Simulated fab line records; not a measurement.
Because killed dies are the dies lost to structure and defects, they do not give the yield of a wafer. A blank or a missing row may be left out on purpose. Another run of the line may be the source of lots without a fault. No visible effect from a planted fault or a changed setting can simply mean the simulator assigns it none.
Matching of chambers :: flow sky130 :: SKY_CONTACT_HDPCVD_02 on hdpcvd-02 has 3 sister chambers
The step deposits SiO2, target thk 565 nm, time 94.2 s. 6 wafers are shown with their chamber, then 7 later ones without.

== WAFERS, EACH WITH ITS CHAMBER ==
wafer: L565.2
chamber: 0
run_length_s (s): 122.2

wafer: L565.6
chamber: 1
run_length_s (s): 122.2

wafer: L567.1
chamber: 2
run_length_s (s): 121.6

wafer: L567.4
chamber: 2
run_length_s (s): 122.1

wafer: L568.3
chamber: 1
run_length_s (s): 121.6

wafer: L568.6
chamber: 0
run_length_s (s): 121.6

== WAFERS MISSING THEIR CHAMBER ==
wafer: L570.4
run_length_s (s): 121.6

wafer: L581.1
run_length_s (s): 122.1

wafer: L581.3
run_length_s (s): 122.2

wafer: L581.4
run_length_s (s): 121.7

wafer: L582.1
run_length_s (s): 122.0

wafer: L582.3
run_length_s (s): 122.2

wafer: L582.5
run_length_s (s): 121.8

== EACH ONE'S CHAMBER ==
wafer: L570.4
from the rows above: can't be placed: 2 or 0 or 1
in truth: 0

wafer: L581.1
from the rows above: can't be placed: 0 or 1 or 2
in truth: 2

wafer: L581.3
from the rows above: can't be placed: 0 or 1 or 2
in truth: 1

wafer: L581.4
from the rows above: can't be placed: 2 or 0 or 1
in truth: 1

wafer: L582.1
from the rows above: can't be placed: 0 or 1 or 2
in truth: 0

wafer: L582.3
from the rows above: can't be placed: 0 or 1 or 2
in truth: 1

wafer: L582.5
from the rows above: can't be placed: 2 or 0 or 1
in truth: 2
Correct placement for 0 of the 7. From these rows, 7 cannot be placed; in 7 the true chamber is one of the candidates. Placed wrongly: 0.
How it was worked out, from the rows above alone: a wafer's distance from a chamber is the root of the sum, over the readings, of the square of ((its reading less the chamber's mean) divided by the reading's scatter). The wafer belongs to the nearest chamber; if the next one is less than 2 further off, it can't be placed. The mean given for a chamber averages the wafers shown for that chamber. The scatter: the root of (the sum of the squares of (reading less its chamber's mean) over the shown wafers, divided by (wafers less chambers)).
